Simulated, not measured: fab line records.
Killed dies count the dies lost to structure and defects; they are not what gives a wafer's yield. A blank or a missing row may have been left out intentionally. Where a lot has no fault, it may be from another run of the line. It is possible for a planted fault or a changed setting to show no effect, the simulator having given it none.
Which of the tools did it? -- flow gf180mcu -- 39 wafers from 13 lots sampled at 5 of the route's 602 steps

== WHAT EACH GAUGE READ, for each wafer ==
GF_HV_LDD_CD_MEAS_07 targets a cd of 400 nm. Usual: cd nm at 400.4 nm, with a standard deviation of 2.1.
lot,measured,on,cd nm (nm),flag
L848,day 10 03:57,cd sem-02,400.3 399.4 401.4,
L850,day 10 16:25,cd sem-01,398.4 400.6 399.0,
L854,day 11 22:37,cd sem-01,402.9 401.4 405.2,
L855,day 12 07:41,cd sem-01,399.0 399.9 401.1,
L858,day 13 06:19,cd sem-01,402.3 400.5 398.6,
L859,day 13 14:25,cd sem-01,403.7 403.0 403.1,
L860,day 13 23:02,cd sem-01,397.1 399.5 398.3,
L861,day 14 05:37,cd sem-01,400.0 400.5 399.3,
L864,day 15 06:46,cd sem-01,400.3 397.9 396.5,
L865,day 15 11:52,cd sem-01,398.9 399.8 400.9,
L868,day 16 04:04,cd sem-02,398.4 400.3 400.9,
L867,day 16 07:10,cd sem-02,399.3 398.9 399.1,
L869,day 16 16:15,cd sem-02,399.2 402.2 397.4,

GF_NSD_OVL_MEAS_08. Usual: NSD_OVL gives -1.2 nm (standard deviation 1.5).
lot,measured,on,NSD_OVL (nm),flag
L848,day 13 11:25,overlay-01,0.8 1.4 0.8,
L850,day 14 00:52,overlay-02,-1.5 -0.7 -2.1,
L854,day 15 10:46,overlay-02,0.7 0.5 -0.7,
L855,day 15 20:48,overlay-01,-0.2 -0.4 -0.9,
L858,day 17 02:58,overlay-01,-1.6 -0.3 1.7,
L859,day 17 09:19,overlay-01,0.2 -2.2 -5.2,
L860,day 17 16:37,overlay-02,-1.3 -1.4 -1.2,
L861,day 18 06:09,overlay-02,-1.4 0.0 -1.3,
L864,day 19 08:17,overlay-01,-1.7 0.9 -2.4,
L865,day 19 13:39,overlay-02,-1.9 -0.3 0.1,
L868,day 20 06:16,overlay-01,1.4 3.5 1.5,
L867,day 20 10:08,overlay-01,-1.1 -1.4 -2.0,
L869,day 20 18:22,overlay-02,0.2 -1.9 -0.4,

GF_PSD_CD_MEAS_07 targets a cd of 400 nm. Usual: cd nm at 400.2 nm, with a standard deviation of 2.3.
lot,measured,on,cd nm (nm),flag
L848,day 14 07:16,cd sem-01,399.0 399.1 399.7,
L850,day 14 21:12,cd sem-01,397.1 397.9 397.7,
L854,day 16 08:49,cd sem-02,399.9 399.1 399.0,
L855,day 16 18:39,cd sem-02,399.8 400.1 401.5,
L858,day 18 01:02,cd sem-02,398.3 398.9 399.0,
L859,day 18 08:52,cd sem-02,398.2 398.3 399.8,
L860,day 18 15:51,cd sem-01,397.1 397.1 397.4,
L861,day 19 06:18,cd sem-01,400.3 399.5 396.7,
L864,day 20 09:14,cd sem-02,405.1 405.8 403.8,
L865,day 20 14:28,cd sem-01,399.5 397.8 397.5,
L868,day 21 06:21,cd sem-02,318.3 317.1 318.0 318.2 317.2 317.8,OFF
L867,day 21 11:03,cd sem-02,401.0 401.6 400.6,
L869,day 21 18:46,cd sem-02,399.8 397.6 398.7,

GF_CONTACT_THK_MEAS_01. Usual: CONTACT_CVD_00_THK gives 301 nm (standard deviation 3.1).
lot,measured,on,CONTACT_CVD_00_THK (nm),flag
L848,day 15 05:59,film metro-02,297 303 301,
L850,day 15 20:11,film metro-02,303 300 300,
L854,day 17 09:36,film metro-04,301 300 299,
L855,day 17 19:04,film metro-01,301 302 299,
L858,day 19 02:55,film metro-02,298 301 301,
L859,day 19 10:33,film metro-01,305 301 305,
L860,day 19 17:38,film metro-04,301 307 305,
L861,day 20 08:14,film metro-01,301 301 300,
L864,day 21 10:54,film metro-01,303 305 302,
L865,day 21 16:10,film metro-04,299 302 300,
L868,day 22 07:39,film metro-04,298 303 303,
L867,day 22 13:00,film metro-02,300 307 302,
L869,day 22 19:52,film metro-01,294 297 299,

== WHAT TOOL EACH LOT RAN ON (gives the tool, then ch and the chambers of the sampled wafers, and finally the start) ==
lot,GF_PSD_EXPOSE_04
L848,"iline stepper-02 ch 0, day 13 21:56"
L850,"iline stepper-02 ch 0, day 14 10:28"
L854,"iline stepper-01 ch 0, day 15 22:22"
L855,"iline stepper-02 ch 0, day 16 08:00"
L858,"iline stepper-01 ch 0, day 17 13:18"
L859,"iline stepper-02 ch 0, day 17 21:17"
L860,"iline stepper-01 ch 0, day 18 05:01"
L861,"iline stepper-01 ch 0, day 18 18:09"
L864,"iline stepper-01 ch 0, day 19 20:33"
L865,"iline stepper-01 ch 0, day 20 02:22"
L868,"iline stepper-01 ch 0, day 20 18:05"
L867,"iline stepper-01 ch 0, day 20 23:24"
L869,"iline stepper-02 ch 0, day 21 07:44"
- GF_PSD_EXPOSE_04: exposes mask Pplus, target cd 400 nm.

== WHAT THE TOOLS THEMSELVES READ (means of the sampled wafers that have a number; where no wafer has one, the mark that the record gives instead) ==
The record holds no such reading with a usual standard deviation.

== THE ANSWER, worked out from the rows above alone ==
Rule: a lot counts as off when the mean over its wafers that have a number is more than 3 standard deviations away from the usual mean. Also off: a lot with no number at a reading for which 4 or more lots have one. All remaining lots with rows at the step are treated as sound. The gauges are gone through in route order, then the tools' own readings, and for those a lot's mean is taken as printed above. The first step at which some lot is off is used, and at that step the reading that is off furthest; a lot without a number counts as furthest.
Off at GF_PSD_CD_MEAS_07 (cd nm): L868.
If a tool, at a process step before that reading, ran all the lots that are off and no sound lot after the first of them, it fits. Those tools and the gauges at GF_PSD_CD_MEAS_07 are tried in the same way. No candidate that was tried fits.

== WHAT HAD BEEN PUT IN BY THE SIMULATOR ==
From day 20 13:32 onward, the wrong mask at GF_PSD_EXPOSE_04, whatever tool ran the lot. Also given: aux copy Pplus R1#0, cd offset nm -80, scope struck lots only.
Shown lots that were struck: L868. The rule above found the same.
